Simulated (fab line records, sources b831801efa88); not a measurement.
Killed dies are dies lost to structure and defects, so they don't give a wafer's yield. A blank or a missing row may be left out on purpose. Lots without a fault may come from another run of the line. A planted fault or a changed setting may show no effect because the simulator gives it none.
A struck lot beside a sound one | flow sky130 | 16 steps out of a route of 708
Sound: wafers L553.2, L553.3, L553.4. Struck: wafer L541.4. (L541.5, L541.6 of the same lot were not struck and are left out.) The cause comes at the end.
At each step with rows: each side's tool, then ch and its chambers, then its first start. Under that, the readings that differ: sound wafers | struck wafers | difference of the means | sigmas: that difference in standard deviations of wafers without a fault.
alike: readings whose means differ by less than 2 such deviations, and words and numbers that are the same on both sides. not compared: withheld readings, readings that some wafer has no value for, bounds like >300 that may hide the same value, and numbers for which the record gives no deviation and whose values overlap.
The two part at a step that has a row with sigmas, a row that says differs or no value, or rows on one side only. Numbers that don't overlap but have no deviation are shown without sigmas and don't part them. A reading that every wafer of one side lacks parts them only if that side has two wafers or more.

first, 2 steps without rows for these wafers: SKY_METAL3_PEB_11; SKY_METAL3_DEVELOP_12 (develop time 60 s).
SKY_METAL3_CD_MEAS_13: target cd 300 nm.
  sound on cd_sem-01, day 44 13:13; struck on cd_sem-01, day 40 21:22
  alike: cd_nm
SKY_METAL3_OVL_MEAS_14:
  sound on overlay-01, day 44 13:19; struck on overlay-01, day 40 21:26
  alike: METAL3_OVL
then, 1 step without rows for these wafers: SKY_METAL3_DESCUM_15 (chemistry O2, time 8 s).
SKY_METAL3_ETCH_16: etches BARC in N2/H2, stops on SiO2, time 88.2 s, target depth 60 nm.
  sound on rie_metal-01 ch 0,1, day 44 13:23; struck on rie_metal-04 ch 0, day 40 21:31
  alike: chamber_pressure_mTorr, drypump_motor_current_A, oes_product_au, throttle_valve_pct
  not compared: rf_hours_counter_h
SKY_METAL3_ETCH_17: etches SiO2 in C4F8/O2/Ar, stops on TiN, time 3.9 s, target depth 15 nm.
  sound on rie_diel-02 ch 0,1,3, day 44 13:29; struck on rie_diel-03 ch 2, day 40 21:35
  alike: chamber_pressure_mTorr, oes_product_au
  not compared: rf_hours_counter_h
SKY_METAL3_METAL_ETCH_18: etches the open film in Cl2/BCl3, stops on SiO2, target depth 845 nm, time 183.1 s.
  sound on rie_metal-04 ch 0,1, day 44 13:30; struck on rie_metal-02 ch 1, day 40 21:41
  alike: chamber_pressure_mTorr, drypump_motor_current_A, oes_product_au, throttle_valve_pct
  not compared: rf_hours_counter_h
SKY_METAL3_STRIP_19: strips in O2/N2.
  sound on plasma_asher-04 ch 0,1, day 44 13:40; struck on plasma_asher-03 ch 0, day 40 21:53
  alike: chamber_pressure_mTorr, drypump_motor_current_A, oes_product_au, strip_time_to_endpoint_s
  not compared: rf_hours_counter_h
then, 3 steps without rows for these wafers: SKY_METAL3_STRIP_20 (strips in post etch residue remover, time 1200 s); SKY_METAL3_CLEAN_21 (cleans in IPA, time 180 s); SKY_METAL3_CLEAN_22 (cleans in O3/DIW).
SKY_VIA3_HDPCVD_00: deposits SiO2, target thk 1635 nm, time 272.5 s.
  sound on hdpcvd-01 ch 1,2, day 44 14:16; struck on hdpcvd-01 ch 2, day 40 22:34
  reading                                  | sound          | struck | difference | sigmas
  model.SiO2_of_VIA3_HDPCVD_00.thk_nm (nm) | 1596 1639 1617 | 798.2  | -819.1     |
SKY_VIA3_THK_MEAS_01:
  sound on film_metro-03, day 44 14:27; struck on film_metro-02, day 40 22:55
  reading              | sound          | struck | difference | sigmas
  VIA3_HDPCVD_THK (nm) | 1596 1640 1616 | 797    | -820       | -46
  not compared: hold
SKY_VIA3_CMP_02: polishes SiO2.
  sound on cmp-02 ch 0,1,3, day 44 14:30; struck on cmp-01 ch 2, day 41 03:40
  reading | sound | struck                   | difference                   | sigmas
  hold    | - - - | await_dispo/4.5h/release | no value on the sound wafers |
  alike: motor_current_A, retaining_ring_pressure_frac
-- the record jumps here: 7 days lie between the struck wafers' starts before and after (it left off in module VIA3 and takes up again in module PAD_OPEN, whose first step shown is number 708 of the route) --
SKY_PAD_OPEN_PROBE_99:
  sound on prober-01, day 50 11:13; struck on prober-01, day 47 17:51
  reading                               | sound                | struck | difference | sigmas
  model.etest.met4_comb.leak_log10_a_um | -11.95 -12.02 -12.17 | -7.052 | +4.995     |

WHERE THEY PART
First at SKY_VIA3_THK_MEAS_01; last, within this record, at SKY_VIA3_CMP_02.

WHY: what the simulator had put in
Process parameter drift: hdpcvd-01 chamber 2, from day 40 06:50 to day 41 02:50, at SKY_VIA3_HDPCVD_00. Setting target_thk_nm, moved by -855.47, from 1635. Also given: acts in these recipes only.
